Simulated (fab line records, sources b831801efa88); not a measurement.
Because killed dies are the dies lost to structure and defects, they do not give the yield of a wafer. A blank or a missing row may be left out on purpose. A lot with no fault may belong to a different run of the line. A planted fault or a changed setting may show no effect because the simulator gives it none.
Split-lot trial || flow gf180mcu || on a route of 602 steps: 5 lots, 23 wafers read

== THE SPLIT ==
At GF_MVPSD_IMPLANT_08, the setting energy kev was moved away from the recipe's 170 on 11 of the 23 wafers read, by -4.8% to +3.4%. For the rest of the wafers, this setting stayed at what the recipe calls for.

== FROM THE SPLIT TO THE READING: what the file shows between them, 11 steps ==
- GF_VT_IMPLANT_SOFTBAKE_03: time 60 s (also split here: temp c)
- GF_VT_IMPLANT_IMPLANT_08 (also split here: dose cm2)
- GF_VT_IMPLANT_STRIP_09: strips in O2/N2
- GF_VT_IMPLANT_TW_MEAS_10
- GF_VT_IMPLANT_SOFTBAKE_14: time 60 s (also split here: temp c)
- GF_VT_IMPLANT_EXPOSE_15: exposes mask Nwell LV AREA, target cd 860 nm
- GF_VT_IMPLANT_PEB_16
- GF_VT_IMPLANT_IMPLANT_19
- GF_VT_IMPLANT_STRIP_20: strips in O2/N2
- GF_VT_IMPLANT_DEVELOP_39: develop time 60 s (also split here: dev temp c)
- GF_VT_IMPLANT_IMPLANT_41

== THE READING ==
MVPSD_RS (ohm/sq), read at GF_VT_IMPLANT_RS_MEAS_49 with a four-point probe. On this fab line, fault-free wafers typically give 1166.8 ohm/sq with a standard deviation of 2.9 ohm/sq.

{"wafer": "L076.1", "tool, chamber at the split": "implanter-01, 0", "energy kev as run": 170, "against the recipe": "recipe", "MVPSD_RS, ohm/sq": 1162.6, "against lot-mates on the recipe": "-"}
{"wafer": "L076.2", "tool, chamber at the split": "implanter-01, 0", "energy kev as run": 170, "against the recipe": "recipe", "MVPSD_RS, ohm/sq": 1165.2, "against lot-mates on the recipe": "-"}
{"wafer": "L076.3", "tool, chamber at the split": "implanter-01, 0", "energy kev as run": 175.7, "against the recipe": "+3.4%", "MVPSD_RS, ohm/sq": 1158.9, "against lot-mates on the recipe": -4.5}
{"wafer": "L076.5", "tool, chamber at the split": "implanter-01, 0", "energy kev as run": 175.7, "against the recipe": "+3.4%", "MVPSD_RS, ohm/sq": 1155.5, "against lot-mates on the recipe": -7.9}
{"wafer": "L076.6", "tool, chamber at the split": "implanter-01, 0", "energy kev as run": 170, "against the recipe": "recipe", "MVPSD_RS, ohm/sq": 1162.3, "against lot-mates on the recipe": "-"}
{"wafer": "L078.1", "tool, chamber at the split": "implanter-02, 0", "energy kev as run": 170, "against the recipe": "recipe", "MVPSD_RS, ohm/sq": 1165.7, "against lot-mates on the recipe": "-"}
{"wafer": "L078.2", "tool, chamber at the split": "implanter-02, 0", "energy kev as run": 170, "against the recipe": "recipe", "MVPSD_RS, ohm/sq": 1164.3, "against lot-mates on the recipe": "-"}
{"wafer": "L078.3", "tool, chamber at the split": "implanter-02, 0", "energy kev as run": 175.5, "against the recipe": "+3.2%", "MVPSD_RS, ohm/sq": 1157.4, "against lot-mates on the recipe": -7.6}
{"wafer": "L078.4", "tool, chamber at the split": "implanter-02, 0", "energy kev as run": 175.5, "against the recipe": "+3.2%", "MVPSD_RS, ohm/sq": 1156.2, "against lot-mates on the recipe": -8.8}
{"wafer": "L078.6", "tool, chamber at the split": "implanter-02, 0", "energy kev as run": 175.5, "against the recipe": "+3.2%", "MVPSD_RS, ohm/sq": 1160.6, "against lot-mates on the recipe": -4.4}
{"wafer": "L081.1", "tool, chamber at the split": "implanter-02, 0", "energy kev as run": 174.1, "against the recipe": "+2.4%", "MVPSD_RS, ohm/sq": 1159.7, "against lot-mates on the recipe": -5.2}
{"wafer": "L081.2", "tool, chamber at the split": "implanter-02, 0", "energy kev as run": 174.1, "against the recipe": "+2.4%", "MVPSD_RS, ohm/sq": 1156.4, "against lot-mates on the recipe": -8.5}
{"wafer": "L081.3", "tool, chamber at the split": "implanter-02, 0", "energy kev as run": 170, "against the recipe": "recipe", "MVPSD_RS, ohm/sq": 1164.1, "against lot-mates on the recipe": "-"}
{"wafer": "L081.4", "tool, chamber at the split": "implanter-02, 0", "energy kev as run": 170, "against the recipe": "recipe", "MVPSD_RS, ohm/sq": 1165.7, "against lot-mates on the recipe": "-"}
{"wafer": "L081.6", "tool, chamber at the split": "implanter-02, 0", "energy kev as run": 174.1, "against the recipe": "+2.4%", "MVPSD_RS, ohm/sq": 1158.1, "against lot-mates on the recipe": -6.8}
{"wafer": "L080.1", "tool, chamber at the split": "implanter-03, 0", "energy kev as run": 170, "against the recipe": "recipe", "MVPSD_RS, ohm/sq": 1165.3, "against lot-mates on the recipe": "-"}
{"wafer": "L080.3", "tool, chamber at the split": "implanter-03, 0", "energy kev as run": 170, "against the recipe": "recipe", "MVPSD_RS, ohm/sq": 1163.5, "against lot-mates on the recipe": "-"}
{"wafer": "L080.5", "tool, chamber at the split": "implanter-03, 0", "energy kev as run": 170, "against the recipe": "recipe", "MVPSD_RS, ohm/sq": 1164.5, "against lot-mates on the recipe": "-"}
{"wafer": "L085.1", "tool, chamber at the split": "implanter-02, 0", "energy kev as run": 161.9, "against the recipe": "-4.8%", "MVPSD_RS, ohm/sq": 1181.6, "against lot-mates on the recipe": "+8.0"}
{"wafer": "L085.2", "tool, chamber at the split": "implanter-02, 0", "energy kev as run": 170, "against the recipe": "recipe", "MVPSD_RS, ohm/sq": 1171.8, "against lot-mates on the recipe": "-"}
{"wafer": "L085.3", "tool, chamber at the split": "implanter-02, 0", "energy kev as run": 170, "against the recipe": "recipe", "MVPSD_RS, ohm/sq": 1175.3, "against lot-mates on the recipe": "-"}
{"wafer": "L085.5", "tool, chamber at the split": "implanter-02, 0", "energy kev as run": 161.9, "against the recipe": "-4.8%", "MVPSD_RS, ohm/sq": 1182.5, "against lot-mates on the recipe": "+9.0"}
{"wafer": "L085.6", "tool, chamber at the split": "implanter-02, 0", "energy kev as run": 161.9, "against the recipe": "-4.8%", "MVPSD_RS, ohm/sq": 1184.7, "against lot-mates on the recipe": "+11.2"}

THE FIT
A straight line over all 23 wafers: MVPSD_RS changes by -3.16 ohm/sq for each +1% of energy kev; r = -0.93; the points scatter about the line by 3.2 ohm/sq.
The same after taking each lot's own level away (the mean of its wafers on the recipe; 23 wafers): -2.08 ohm/sq for each +1%; r = -0.96; scatter 1.6 ohm/sq.
That fit puts the effect of the largest move of energy kev on the reading at 9.9 ohm/sq.
The span of the lots' own levels, 1163.37 to 1173.55 ohm/sq, comes to 3.5 times the standard deviation stated above.
In other words, the slope is changed by the lot-to-lot level; the two fits disagree.
Check: with one of the wafers moved furthest among these (-4.8%) left out of the fit, the line predicts +10.1 ohm/sq for it against its lot-mates. Against them it came out at +8.05 ohm/sq.

== THESE WAFERS: OTHER SPLITS ==
Note: prior to the reading, these wafers also went through further splits. Each is held against what the fit with the lots' levels taken away leaves over:
{"other split on the same wafers": "GF_STI_OXIDATION_01 temp c", "wafers away from the commonest value": 18, "r with MVPSD_RS (lot level and that fit taken away)": "+0.08"}
{"other split on the same wafers": "GF_DNWELL_COAT_02 resist thk nm", "wafers away from the commonest value": 8, "r with MVPSD_RS (lot level and that fit taken away)": -0.27}
{"other split on the same wafers": "GF_LVPWELL_IMPLANT_08 energy kev", "wafers away from the commonest value": 9, "r with MVPSD_RS (lot level and that fit taken away)": "+0.09"}
{"other split on the same wafers": "GF_MVSD_IMPLANT_08 energy kev", "wafers away from the commonest value": 7, "r with MVPSD_RS (lot level and that fit taken away)": -0.15}
{"other split on the same wafers": "GF_VT_IMPLANT_SOFTBAKE_03 temp c", "wafers away from the commonest value": 8, "r with MVPSD_RS (lot level and that fit taken away)": -0.42}
{"other split on the same wafers": "GF_VT_IMPLANT_IMPLANT_08 dose cm2", "wafers away from the commonest value": 5, "r with MVPSD_RS (lot level and that fit taken away)": -0.32}
{"other split on the same wafers": "GF_VT_IMPLANT_SOFTBAKE_14 temp c", "wafers away from the commonest value": 8, "r with MVPSD_RS (lot level and that fit taken away)": "+0.18"}
{"other split on the same wafers": "GF_VT_IMPLANT_DEVELOP_39 dev temp c", "wafers away from the commonest value": 11, "r with MVPSD_RS (lot level and that fit taken away)": "+0.04"}

== THE WHOLE CHAIN: every reading that the file lists as answering this split, in the file's order ==
{"step": "GF_MVPSD_IMPLANT_08", "what it does": "", "reading": "implant.rp nm (the simulator's own value, which no gauge read)", "change (the file's fit)": "+3.66 nm for each +1% of the setting", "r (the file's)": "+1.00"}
{"step": "GF_MVPSD_IMPLANT_08", "what it does": "", "reading": "implant.drp nm (the simulator's own value, which no gauge read)", "change (the file's fit)": "+0.315 nm for each +1% of the setting", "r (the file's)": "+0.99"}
{"step": "GF_VT_IMPLANT_RS_MEAS_49", "what it does": "measures by four-point-probe", "reading": "MVPSD_RS", "change (the file's fit)": "-2.08 for each +1% of the setting", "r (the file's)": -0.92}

== FILE'S OWN FIT ==
MVPSD_RS changes by -2.08 ohm/sq for each +1% of energy kev, r = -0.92.
